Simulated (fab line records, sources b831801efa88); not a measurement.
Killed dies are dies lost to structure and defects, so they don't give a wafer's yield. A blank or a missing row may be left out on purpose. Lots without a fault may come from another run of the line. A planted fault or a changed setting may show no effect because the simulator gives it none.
fab line records | flow sky130
record lots=6 wafers=18 last_day=49
route steps=708 shown VIA3@575 PAD_OPEN@708
lots that met no fault: from a run of the same line without faults
start_h: hours from the record's first day to the start of the lot's first wafer shown | wait_h: hours since the lot's step before | " the same as in the row above | L1.1+2: a row that stands for several wafers | - no value, or no start given | * or withheld: withheld | < > ~ a bound
route shown NAME@n: a module of which the file shows steps, and the number in the route of the first | usual: mean/standard deviation of fault-free wafers | same: alike in all rows | chamber/n: place in a boat | sites: the reading at each site | _std_site: their standard deviation | _edge_site: outer sites' mean less inner sites' | radius_mm: how far each site lies from the wafer's centre | mask NAME#n: copy n | behind: the tool/chamber that last shaped the wafer | hold: why the lot was held/for how many hours/how that ended | device: the transistor (n, p or np) that didn't switch | end of line: the same wafers' tests at the end of the route | a step without rows: its recipe alone | killed: dies lost to structure and defects at the first sort, not the wafer's yield | map: a wafer's dies, x killed, . not, _ none there
set.NAME: the setting as run; set.NAME@STEP: as run at that earlier step | model.NAME: the simulator's own value behind a step, which no gauge read
lots at some steps of the route; a table a step, a row a wafer
services: from which hour (start_h, from the record's first day; less than 0 if before it) a tool's chamber was out of use, for how many hours, and why
## steps
# step SKY_VIA3_CMP_02
# recipe material=SiO2 down_force_psi=4 platen_rpm=60 pad_velocity_m_s=0.94248
# usual motor_current_A=11.6/1.2 platen_rpm=60.00/0.042
# columns lot.wafer tool chamber start_h wait_h motor_current_A platen_rpm
L248.4 cmp-01 1 955.10 0.1 12.0 59.99
L248.6 " 0 " " 9.7 59.95
L248.5 " 1 " " 11.6 60.02
L252.3 cmp-01 0 987.29 0.0 9.8 59.98
L252.1 " 2 " " 12.7 59.98
L252.5 " 1 " " 13.0 59.92
L254.2 cmp-02 3 998.42 0.1 10.7 59.97
L254.1 " 0 " " 10.6 60.04
L254.6 " 2 " " 13.0 60.01
L259.4 cmp-01 2 1028.80 0.1 12.7 59.98
L259.6 " 1 " " 12.5 60.00
L259.5 " 2 " " 13.1 60.02
L260.1 cmp-01 0 1037.20 0.1 9.5 59.98
L260.2 " 2 " " 13.0 59.99
L260.3 " 3 " " 13.0 60.03
L261.4 cmp-02 3 1038.80 0.0 10.9 60.02
L261.1 " 1 " " 11.1 59.95
L261.5 " 3 " " 10.6 60.00
# step SKY_VIA3_BOW_MEAS_03
# recipe mode=bow
# usual VIA3_BOW=78/8.4
# columns lot.wafer tool chamber start_h wait_h VIA3_BOW[um]
L248.4 film_metro-03 - 955.41 0.3 65
L248.5 " - " " 67
L248.6 " - " " 63
L252.1 film_metro-01 - 987.59 0.1 81
L252.3 " - " " 89
L252.5 " - " " 79
L254.1 film_metro-02 - 998.67 0.1 77
L254.2 " - " " 77
L254.6 " - " " 65
L259.4 film_metro-02 - 1029.11 0.3 65
L259.5 " - " " 70
L259.6 " - " " 53
L260.1 film_metro-02 - 1037.50 0.2 76
L260.2 " - " " 67
L260.3 " - " " 86
L261.1 film_metro-03 - 1039.10 0.1 74
L261.4 " - " " 75
L261.5 " - " " 83
# step SKY_VIA3_DEHYDRATE_04
# recipe temp_c=200 time_s=60
# step SKY_VIA3_HMDS_05
# recipe prime_time_s=60 prime_temp_c=120
# step SKY_VIA3_COAT_06
# recipe resist=BARC temp_c=withheld time_s=withheld spin_rpm=3000 resist_thk_nm=60
# step SKY_VIA3_COAT_07
# recipe resist=KrF-thick spin_rpm=3000 resist_thk_nm=450
# step SKY_VIA3_SOFTBAKE_08
# recipe temp_c=100 time_s=90 resist=KrF-thick
# step SKY_VIA3_EXPOSE_09
# recipe mask_id=VIM3 na=0.8 source_shape=annular sigma_inner=0.55 sigma_outer=0.85 target_cd_nm=200 dose_mj=38
# step SKY_VIA3_PEB_10
# recipe peb_temp_c=withheld peb_time_s=withheld resist=KrF-thick
# step SKY_VIA3_DEVELOP_11
# recipe develop_time_s=60 resist=KrF-thick dev_temp_c=21
# step SKY_VIA3_CD_MEAS_12
# recipe target_cd_nm=200
# usual cd_nm=200.0/1.2
# columns lot.wafer tool chamber start_h wait_h cd_nm
L248.4 cd_sem-01 - 979.25 - 202.1
L248.5 " - " " 200.4
L248.6 " - " " 199.3
L252.1 cd_sem-02 - 1011.01 - 198.8
L252.3 " - " " 199.2
L252.5 " - " " 199.7
L254.1 cd_sem-01 - 1022.01 - 199.4
L254.2 " - " " 200.9
L254.6 " - " " 199.6
L259.4 cd_sem-02 - 1051.07 - 201.3
L259.5 " - " " 201.4
L259.6 " - " " 201.4
L260.1 cd_sem-02 - 1058.88 - 200.8
L260.2 " - " " 200.5
L260.3 " - " " 200.8
L261.1 cd_sem-02 - 1060.63 - 199.1
L261.4 " - " " 198.7
L261.5 " - " " 198.2
# step SKY_VIA3_OVL_MEAS_13
# usual VIA3_OVL=2/4.5
# columns lot.wafer tool chamber start_h wait_h VIA3_OVL[nm]
L248.4 overlay-01 - 979.33 0.1 5
L248.5 " - " " 6
L248.6 " - " " 6
L252.1 overlay-01 - 1011.13 0.1 3
L252.3 " - " " 2
L252.5 " - " " 0
L254.1 overlay-02 - 1022.13 0.1 5
L254.2 " - " " 10
L254.6 " - " " 3
L259.4 overlay-02 - 1051.15 0.1 0
L259.5 " - " " 6
L259.6 " - " " 3
L260.1 overlay-01 - 1059.00 0.1 3
L260.2 " - " " -1
L260.3 " - " " 11
L261.1 overlay-01 - 1060.75 0.1 7
L261.4 " - " " 6
L261.5 " - " " 11
# step SKY_VIA3_ETCH_14
# recipe chemistry=N2/H2 target=BARC ion_energy_ev=200 source_w=500 bias_w=100 pressure_mtorr=30 n2_flow_sccm=100 h2_flow_sccm=200 stop_on=SiO2 time_s=45.9 target_depth_a=600
# usual bias_w=100.00/0.27 chamber_pressure_mTorr=30.003/0.027 drypump_motor_current_A=5.8/0.49 oes_product_au=0.855/0.0051 throttle_valve_pct=13.225/0.0083
# columns lot.wafer tool chamber start_h wait_h bias_w chamber_pressure_mTorr drypump_motor_current_A oes_product_au rf_hours_counter_h throttle_valve_pct model.KrF-thick_of_VIA3_COAT_07.thk_nm
L248.4 rie_diel-02 0 979.37 0.0 99.82 30.017 5.1 0.860 - 13.214 392.9
L248.5 " 1 " " 99.26 30.032 5.7 0.859 - 13.215 391.3
L248.6 " 2 " " 100.27 30.018 5.6 0.853 - 13.231 392.7
L252.1 rie_diel-01 2 1011.17 0.0 99.72 29.959 6.2 0.860 22 13.227 392
L252.3 " 0 " " 99.85 30.001 6.7 0.850 21 13.230 393.6
L252.5 " 1 " " 100.30 30.041 6.0 0.855 - 13.233 392.4
L254.1 rie_diel-01 0 1022.17 0.0 99.81 29.981 6.7 0.850 22 13.221 396.7
L254.2 " 3 " " 100.11 30.018 5.1 0.849 26 13.220 393.8
L254.6 " 1 " " 100.09 29.985 6.0 0.855 - 13.214 396.6
L259.4 rie_diel-04 0 1051.17 0.0 - - - - - - 435.7
L259.5 " 2 " " - - - - - - 438
L259.6 " 1 " " - - - - - - 437.3
L260.1 rie_diel-01 3 1059.03 0.0 - - - - - - 436.7
L260.2 " 1 " " - - - - - - 436.4
L260.3 " 0 " " - - - - - - 435.9
L261.1 rie_diel-01 1 1060.78 0.0 99.63 29.995 6.0 0.853 5 13.227 389.8
L261.4 " 3 " " 99.99 29.971 5.1 0.839 27 13.225 390.3
L261.5 " 1 " " 99.85 30.027 6.0 0.852 - 13.234 390.1
# step SKY_VIA3_ETCH_15
# recipe target=SiO2 chemistry=C4F8/O2/Ar target_depth_nm=507 stop_on=TiN mask_material=KrF-thick source_w=1500 bias_w=1200 pressure_mtorr=40 c4f8_flow_sccm=withheld O2_flow_sccm=6 Ar_flow_sccm=300 time_s=78
# usual bias_w=1201/4 chamber_pressure_mTorr=40.00/0.035 oes_product_au=0.946/0.0055
# columns lot.wafer tool chamber start_h wait_h bias_w chamber_pressure_mTorr oes_product_au rf_hours_counter_h model.KrF-thick_of_VIA3_COAT_07.thk_nm
L248.4 rie_diel-02 0 979.42 0.0 1197 40.02 0.945 - 292.3
L248.5 " 1 " " 1197 39.95 0.944 - 292.1
L248.6 " 2 " " 1196 40.01 0.945 - 291.3
L252.1 rie_diel-01 2 1011.21 0.0 1198 40.01 0.947 22 289.4
L252.3 " 0 " " 1205 40.02 0.943 21 293.2
L252.5 " 1 " " 1200 39.99 0.948 - 291.6
L254.1 rie_diel-01 0 1022.21 0.0 1198 39.93 0.943 22 295.8
L254.2 " 3 " " 1208 40.07 0.959 26 292.8
L254.6 " 1 " " 1201 39.96 0.958 - 295.4
L259.4 rie_diel-04 0 1051.21 0.0 1199 40.00 0.369 19 334.2
L259.5 " 2 " " 1203 40.01 0.369 - 337.4
L259.6 " 1 " " 1200 39.99 0.377 - 336
L260.1 rie_diel-01 3 1059.08 0.0 1201 39.97 0.375 27 335.4
L260.2 " 1 " " 1198 40.05 0.371 5 334.9
L260.3 " 0 " " 1204 39.94 0.378 23 335.2
L261.1 rie_diel-01 1 1060.83 0.0 1201 40.00 0.949 5 289.1
L261.4 " 3 " " 1201 40.00 0.948 27 288.4
L261.5 " 1 " " 1206 40.02 0.945 - 288.9
# step SKY_VIA3_STRIP_16
# recipe chemistry=O2/N2 power_w=1400 pressure_mtorr=1500 platen_temp_c=withheld o2_flow_sccm=3000 n2_flow_sccm=300 overash_fraction=0.5
# usual drypump_motor_current_A=5.5/0.35 oes_product_au=0.402/0.0044 strip_time_to_endpoint_s=4.126/0.026
# columns lot.wafer tool chamber start_h wait_h drypump_motor_current_A oes_product_au rf_hours_counter_h strip_time_to_endpoint_s
L248.4 plasma_asher-01 1 979.49 0.0 5.3 0.407 - 4.148
L248.5 " 1 " " 5.3 0.406 - 4.139
L248.6 " 0 " " 5.4 0.402 - 4.132
L252.1 plasma_asher-02 0 1011.27 0.0 5.2 0.400 59 4.113
L252.3 " 0 " " 5.2 0.404 - 4.166
L252.5 " 1 " " 5.9 0.397 - 4.119
L254.1 plasma_asher-03 0 1022.27 0.0 5.3 0.397 119 4.167
L254.2 " 1 " " 6.2 0.400 119 4.152
L254.6 " 0 " " 5.3 0.403 - 4.165
L259.4 plasma_asher-01 1 1051.31 0.1 5.3 0.420 - 4.577
L259.5 " 0 " " 5.4 0.420 - 4.613
L259.6 " 1 " " 5.3 0.422 - 4.604
L260.1 plasma_asher-01 0 1059.14 0.0 5.4 0.421 30 4.593
L260.2 " 1 " " 5.3 0.424 30 4.583
L260.3 " 0 " " 5.4 0.423 - 4.586
L261.1 plasma_asher-02 0 1060.89 0.0 5.2 0.403 65 4.109
L261.4 " 0 " " 5.2 0.406 - 4.083
L261.5 " 1 " " 5.8 0.407 - 4.115
# step SKY_VIA3_STRIP_17
# recipe chemistry=post_etch_residue_remover time_s=1200 temp_c=72.5
# step SKY_PAD_OPEN_PROBE_99
# usual defect_limited_yield=82.5/2.1 killed_at_M0_to_M3=44/7.3 killed_at_M4_up=3.4/1.8 killed_at_contacts=24/5.8 killed_at_front_end=15/4.9 killed_at_other=0.4/0.63 killed_dies=86/11 killed_on_rim=17/3.8 killed_open=47/8 killed_short=39/6.5 sort_bin_3_pad_short=0.9/0.38 sort_bin_5_function=10.4/1.6 sort_bin_6_memory=6.2/1.2 sort_n_pass=406/11 sort_yield_pct=82.5/2.1
# same gross_dies=492 killed_at_back_side=0 sort_bin_4_leakage[%]=0 sort_bin_8_speed[%]=0
# columns lot.wafer tool chamber start_h wait_h hold defect_limited_yield[%] killed_at_M0_to_M3 killed_at_M4_up killed_at_contacts killed_at_front_end killed_at_other killed_dies killed_on_rim killed_open killed_short sort_bin_3_pad_short[%] sort_bin_5_function[%] sort_bin_6_memory[%] sort_n_pass sort_yield_pct[%]
L248.4 prober-01 - 1119.08 0.2 - 81.9 38 5 29 17 0 89 16 54 34 1.2 11.2 5.7 403 81.9
L248.5 prober-01 - 1119.13 0.2 - 84.3 36 4 19 16 2 77 14 42 34 0 10.2 5.5 415 84.3
L248.6 prober-01 - 1119.18 0.2 - 82.7 35 3 28 19 0 85 11 39 43 0.8 11.4 5.1 407 82.7
L252.1 prober-02 - 1145.21 0.1 - 79.3 48 6 31 17 0 102 21 51 50 1.4 11.4 7.9 390 79.3
L252.3 prober-02 - 1145.31 0.2 - 79.3 57 4 23 18 0 102 18 47 55 0.6 11.0 9.1 390 79.3
L252.5 prober-02 - 1145.41 0.2 - 82.3 45 2 25 15 0 87 14 48 38 1.8 7.9 7.9 405 82.3
L254.1 prober-02 - 1154.67 0.1 - 80.9 42 1 37 14 0 94 18 59 35 1.0 10.8 7.3 398 80.9
L254.2 prober-02 - 1154.72 0.1 - 79.3 45 6 29 21 1 102 24 54 45 0.2 12.6 7.9 390 79.3
L254.6 prober-02 - 1154.92 0.2 - 80.1 40 5 36 17 0 98 19 53 45 0.8 14.0 5.1 394 80.1
L259.4 prober-01 - 1177.50 0.2 await_dispo/1.7h/scrap 0 444 3 28 17 0 492 96 59 22 0.6 93.7 5.7 0 0
L259.5 prober-01 - 1177.55 0.2 await_dispo/1.7h/scrap 0 433 4 42 13 0 492 96 58 35 0.6 94.9 4.5 0 0
L259.6 prober-01 - 1177.60 0.2 await_dispo/1.7h/scrap 0 448 1 27 16 0 492 96 45 45 1.6 92.1 6.3 0 0
L260.1 prober-02 - 1182.31 0.1 await_dispo/2.5h/scrap 0 450 3 16 23 0 492 96 41 37 0.8 93.5 5.7 0 0
L260.2 prober-02 - 1182.36 0.1 await_dispo/2.5h/scrap 0 449 5 19 18 1 492 96 49 37 1.0 93.3 5.7 0 0
L260.3 prober-02 - 1182.41 0.2 await_dispo/2.5h/scrap 0 459 4 13 16 0 492 96 33 35 1.0 94.5 4.5 0 0
L261.1 prober-01 - 1185.10 0.1 - 84.1 35 1 30 11 1 78 12 40 38 0.8 8.7 6.3 414 84.1
L261.4 prober-01 - 1185.25 0.2 - 81.1 46 3 24 20 0 93 14 44 48 0.8 12.0 6.1 399 81.1
L261.5 prober-01 - 1185.30 0.2 - 85.2 35 0 19 19 0 73 13 40 33 0.8 7.9 6.1 419 85.2
# killed by level:class
L248.4 CONTACT:geometric_particle:open=11 VIA1:geometric_particle:open=8 POLY_GATE:geometric_particle:open=8 LI_CONTACT:geometric_particle:open=8 VIA3:geometric_particle:open=7 VIA1:geometric_particle:short=6 LOCAL_INTERCONNECT:geometric_particle:short=4 LI_CONTACT:geometric_particle:short=4
L248.5 CONTACT:geometric_particle:open=8 METAL1:geometric_particle:short=6 VIA3:geometric_particle:open=6 CONTACT:geometric_particle:short=5 METAL2:geometric_particle:short=5 VIA2:geometric_particle:short=5 FIELD_ISO:geometric_particle:open=4 LI_CONTACT:geometric_particle:open=4
L248.6 CONTACT:geometric_particle:open=9 LOCAL_INTERCONNECT:geometric_particle:short=7 VIA2:geometric_particle:open=7 VIA1:geometric_particle:open=6 FIELD_ISO:geometric_particle:short=5 POLY_GATE:geometric_particle:short=4 LI_CONTACT:geometric_particle:open=4 LI_CONTACT:geometric_particle:short=4
L252.1 CONTACT:geometric_particle:open=12 VIA1:geometric_particle:open=9 LI_CONTACT:geometric_particle:open=8 METAL2:geometric_particle:short=8 LOCAL_INTERCONNECT:geometric_particle:short=6 VIA2:geometric_particle:short=6 VIA1:geometric_particle:short=6 VIA2:geometric_particle:open=6
L252.3 METAL2:geometric_particle:short=12 CONTACT:geometric_particle:open=9 VIA1:geometric_particle:open=9 FIELD_ISO:geometric_particle:open=6 METAL1:geometric_particle:short=6 VIA2:geometric_particle:open=6 VIA3:geometric_particle:open=6 VIA1:geometric_particle:short=5
L252.5 CONTACT:geometric_particle:open=12 VIA1:geometric_particle:short=10 VIA1:geometric_particle:open=10 LI_CONTACT:geometric_particle:open=7 FIELD_ISO:geometric_particle:open=5 FIELD_ISO:geometric_particle:short=4 CONTACT:geometric_particle:short=4 VIA3:geometric_particle:short=4
L254.1 CONTACT:geometric_particle:open=15 METAL2:geometric_particle:short=9 LI_CONTACT:geometric_particle:open=8 VIA1:geometric_particle:open=8 VIA2:geometric_particle:open=8 CONTACT:geometric_particle:short=6 VIA2:geometric_particle:short=5 FIELD_ISO:geometric_particle:open=4
L254.2 VIA1:geometric_particle:open=11 CONTACT:geometric_particle:open=8 CONTACT:geometric_particle:short=8 LI_CONTACT:geometric_particle:open=7 METAL2:geometric_particle:short=6 VIA1:geometric_particle:short=6 VIA3:geometric_particle:open=6 FIELD_ISO:geometric_particle:open=5
L254.6 CONTACT:geometric_particle:open=12 VIA1:geometric_particle:open=12 LOCAL_INTERCONNECT:geometric_particle:short=9 VIA1:geometric_particle:short=9 VIA3:geometric_particle:open=7 LI_CONTACT:geometric_particle:open=7 FIELD_ISO:geometric_particle:open=4 FIELD_ISO:geometric_particle:short=4
L259.4 VIA3:area_etch=410 CONTACT:geometric_particle:open=14 VIA1:geometric_particle:open=10 LI_CONTACT:geometric_particle:open=8 VIA3:geometric_particle:open=7 FIELD_ISO:geometric_particle:open=6 VIA2:geometric_particle:open=6 POLY_GATE:geometric_particle:open=4
L259.5 VIA3:area_etch=398 LI_CONTACT:geometric_particle:open=14 CONTACT:geometric_particle:open=12 VIA1:geometric_particle:open=7 METAL1:geometric_particle:short=7 VIA2:geometric_particle:open=7 FIELD_ISO:geometric_particle:open=6 LOCAL_INTERCONNECT:geometric_particle:short=6
L259.6 VIA3:area_etch=401 LI_CONTACT:geometric_particle:open=9 VIA2:geometric_particle:open=9 VIA1:geometric_particle:open=9 VIA1:geometric_particle:short=8 CONTACT:geometric_particle:open=7 METAL1:geometric_particle:short=7 FIELD_ISO:geometric_particle:short=6
L260.1 VIA3:area_etch=414 POLY_GATE:geometric_particle:short=9 VIA1:geometric_particle:open=8 CONTACT:geometric_particle:open=7 FIELD_ISO:geometric_particle:open=5 FIELD_ISO:geometric_particle:short=5 METAL1:geometric_particle:short=5 VIA3:geometric_particle:open=5
L260.2 VIA3:area_etch=406 VIA1:geometric_particle:open=13 CONTACT:geometric_particle:open=10 POLY_GATE:geometric_particle:open=6 VIA1:geometric_particle:short=6 METAL1:geometric_particle:short=5 VIA2:geometric_particle:open=5 POLY_GATE:geometric_particle:short=4
L260.3 VIA3:area_etch=424 METAL1:geometric_particle:short=8 VIA1:geometric_particle:short=6 CONTACT:geometric_particle:open=5 VIA2:geometric_particle:open=5 FIELD_ISO:geometric_particle:open=4 POLY_GATE:geometric_particle:open=4 VIA1:geometric_particle:open=4
L261.1 CONTACT:geometric_particle:open=11 VIA1:geometric_particle:open=8 LOCAL_INTERCONNECT:geometric_particle:short=7 VIA3:geometric_particle:open=7 CONTACT:geometric_particle:short=6 LI_CONTACT:geometric_particle:open=5 METAL2:geometric_particle:short=4 FIELD_ISO:geometric_particle:open=3
L261.4 VIA2:geometric_particle:open=9 VIA1:geometric_particle:open=8 CONTACT:geometric_particle:short=7 FIELD_ISO:geometric_particle:short=6 FIELD_ISO:geometric_particle:open=5 LOCAL_INTERCONNECT:geometric_particle:short=5 LI_CONTACT:geometric_particle:open=5 VIA1:geometric_particle:short=5
L261.5 VIA1:geometric_particle:open=8 FIELD_ISO:geometric_particle:open=7 CONTACT:geometric_particle:open=7 VIA1:geometric_particle:short=7 LI_CONTACT:geometric_particle:open=6 FIELD_ISO:geometric_particle:short=4 VIA2:geometric_particle:open=4 POLY_GATE:geometric_particle:short=3
# map L259.4 (x killed, . not)
__________xxxxxxxxxx_________
________xxxxxxxxxxxxxx_______
______xxxxxxxxxxxxxxxxxx_____
_____xxxxxxxxxxxxxxxxxxxx____
____xxxxxxxxxxxxxxxxxxxxxx___
___xxxxxxxxxxxxxxxxxxxxxxxx__
__xxxxxxxxxxxxxxxxxxxxxxxxxx_
_xxxxxxxxxxxxxxxxxxxxxxxxxxxx
_xxxxxxxxxxxxxxxxxxxxxxxxxxxx
_xxxxxxxxxxxxxxxxxxxxxxxxxxxx
_xxxxxxxxxxxxxxxxxxxxxxxxxxxx
_xxxxxxxxxxxxxxxxxxxxxxxxxxxx
_xxxxxxxxxxxxxxxxxxxxxxxxxxxx
_xxxxxxxxxxxxxxxxxxxxxxxxxxxx
_xxxxxxxxxxxxxxxxxxxxxxxxxxxx
__xxxxxxxxxxxxxxxxxxxxxxxxxx_
___xxxxxxxxxxxxxxxxxxxxxxxx__
____xxxxxxxxxxxxxxxxxxxxxx___
_____xxxxxxxxxxxxxxxxxxxx____
______xxxxxxxxxxxxxxxxxx_____
________xxxxxxxxxxxxxx_______
__________xxxxxxxxxx_________
# map L260.1 (x killed, . not)
__________xxxxxxxxxx_________
________xxxxxxxxxxxxxx_______
______xxxxxxxxxxxxxxxxxx_____
_____xxxxxxxxxxxxxxxxxxxx____
____xxxxxxxxxxxxxxxxxxxxxx___
___xxxxxxxxxxxxxxxxxxxxxxxx__
__xxxxxxxxxxxxxxxxxxxxxxxxxx_
_xxxxxxxxxxxxxxxxxxxxxxxxxxxx
_xxxxxxxxxxxxxxxxxxxxxxxxxxxx
_xxxxxxxxxxxxxxxxxxxxxxxxxxxx
_xxxxxxxxxxxxxxxxxxxxxxxxxxxx
_xxxxxxxxxxxxxxxxxxxxxxxxxxxx
_xxxxxxxxxxxxxxxxxxxxxxxxxxxx
_xxxxxxxxxxxxxxxxxxxxxxxxxxxx
_xxxxxxxxxxxxxxxxxxxxxxxxxxxx
__xxxxxxxxxxxxxxxxxxxxxxxxxx_
___xxxxxxxxxxxxxxxxxxxxxxxx__
____xxxxxxxxxxxxxxxxxxxxxx___
_____xxxxxxxxxxxxxxxxxxxx____
______xxxxxxxxxxxxxxxxxx_____
________xxxxxxxxxxxxxx_______
__________xxxxxxxxxx_________
## services
# columns tool chamber start_h hours kind
cmp-02 - 967.84 20.3 repair
rie_diel-02 3 969.25 22.4 repair
cmp-01 - 992.94 3.9 pm
rie_diel-01 3 1026.02 4.9 repair
rie_diel-02 1 1027.32 4.2 repair
rie_diel-02 - 1052.68 14.6 pm
plasma_asher-03 - 1055.25 9.0 pm
plasma_asher-03 0 1055.25 9.0 vent_cycle
plasma_asher-03 1 1055.25 9.0 vent_cycle
cmp-02 - 1056.39 1.4 repair
rie_diel-04 - 1060.45 0.4 repair
## key
first_sign step=SKY_VIA3_ETCH_14 reading=tool_record direction=missing
effect step=SKY_VIA3_ETCH_15 reading=oes_product_au direction=down sigmas=99+ usual=0.946 struck=0.373
effect step=SKY_VIA3_STRIP_16 reading=strip_time_to_endpoint_s direction=up sigmas=18 usual=* struck=*
effect step=SKY_PAD_OPEN_PROBE_99 reading=killed_at_M0_to_M3 direction=up sigmas=55 usual=44 struck=447
model_effect step=SKY_VIA3_ETCH_14 value=KrF-thick_of_VIA3_COAT_07.thk_nm without=393.5 struck=436.7
model_effect step=SKY_VIA3_ETCH_15 value=KrF-thick_of_VIA3_COAT_07.thk_nm without=292.3 struck=335.5
more_kills_born_at SKY_VIA3_ETCH_14@rie_diel-01=1244 SKY_VIA3_ETCH_14@rie_diel-04=1209
met_at SKY_VIA3_ETCH_14
struck_wafers L259.4,L259.5,L259.6,L260.1,L260.2,L260.3
later_rows_left_out L259.4,L259.5,L259.6,L260.1,L260.2,L260.3
onset_between 1022.17 1051.17
fault kind=skipped_step_whole tool=rie_diel-01,rie_diel-04 chamber=- onset_h=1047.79 steps=SKY_VIA3_ETCH_14 scope=struck_lots_only
# later_rows_left_out: the simulator's readings of these wafers behind a module that went badly wrong aren't trusted and aren't shown, but for the sort
